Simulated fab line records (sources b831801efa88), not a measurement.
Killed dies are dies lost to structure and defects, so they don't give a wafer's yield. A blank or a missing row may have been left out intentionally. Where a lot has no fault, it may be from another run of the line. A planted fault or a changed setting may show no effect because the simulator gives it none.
Code-filled problem report in 8D (eight disciplines) form	flow sky130	the parts of the form that need people (team, actions taken, sign-off) are left out

1. WHAT IS WRONG
Wafers without a fault read 140.04, standard deviation 0.14; exposureDoseMJCm2 at SKY_RES_XHIGH_EXPOSE_04 reads a mean of 122.31 on 6 wafers belonging to 2 lots. So: -99 or more standard deviations from the usual mean.
The step: exposes mask URPM, target cd 1270 nm.
Earliest sighting: wafer L513.3 on ilineStepper-01 at day 28 20:16. The record has a number at this step for 36 wafers belonging to 12 lots. The rule behind "out" and "out of limits": a value lying over 4 standard deviations away from the usual mean. Any other wafer with a number is counted as sound.

2. WHAT IT IS, WHAT IT ISN'T
question	is	is not
which readings at this step	exposureDoseMJCm2	focusOffsetNm
which lots	L513, L515	L506, L507, L508, L509, L510, L520, L523, L524, L525, L528
which wafers of those lots	all that have a number	-
read on which tools	ilineStepper-01	ilineStepper-02
when	from day 28 20:16	up to then (15 sound wafers); but 15 sound wafers of L520, L523, L524, L525, L528 came after

3. THE SUSPECTS, EACH WITH WHAT RULES IT OUT
Counting: a tool stays on the suspect list if, at a process step up to the reading, it processed all lots that are out and no sound lot following the first of them.
- ilineStepper-01 at SKY_RES_XHIGH_EXPOSE_04 (exposes mask URPM, target cd 1270 nm): kept. It ran every lot that is out, first L513 (day 28 20:16), and no sound lot after that; its last sound lot up to then is L510 (day 27 13:41). On those wafers its own readings are out: exposureDoseMJCm2.
Left after counting: ilineStepper-01 at SKY_RES_XHIGH_EXPOSE_04.

4. THE CAUSE (what the simulator had put in)
Drift in process parameters on ilineStepper-01 at SKY_RES_XHIGH_EXPOSE_04, starting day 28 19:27. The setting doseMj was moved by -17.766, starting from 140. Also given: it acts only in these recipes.
Counting left only this tool.

5. SEQUENCE OF EFFECTS, ordered by route
Each row: a reading whose mean over the struck wafers that have a number lies more than 3 standard deviations from the usual. Readings are gone through only where the record gives a usual standard deviation; hours: the median, over the lots, of the time from a lot's start at the first step in this table giving one to that lot's start at this step; sigmas: the change measured in usual standard deviations.
hours	step	reading	usual	on struck wafers	change	sigmas
0	SKY_RES_XHIGH_EXPOSE_04	exposureDoseMJCm2	140.04	122.31	-17.73	-99 or more
It contains these process steps:
- SKY_RES_XHIGH_EXPOSE_04: exposes mask URPM, target cd 1270 nm.

6. WHAT WOULD HAVE CAUGHT IT SOONER
In this record the first reading out of limits was taken at day 28 20:16, 1 hour after the fault began at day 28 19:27.
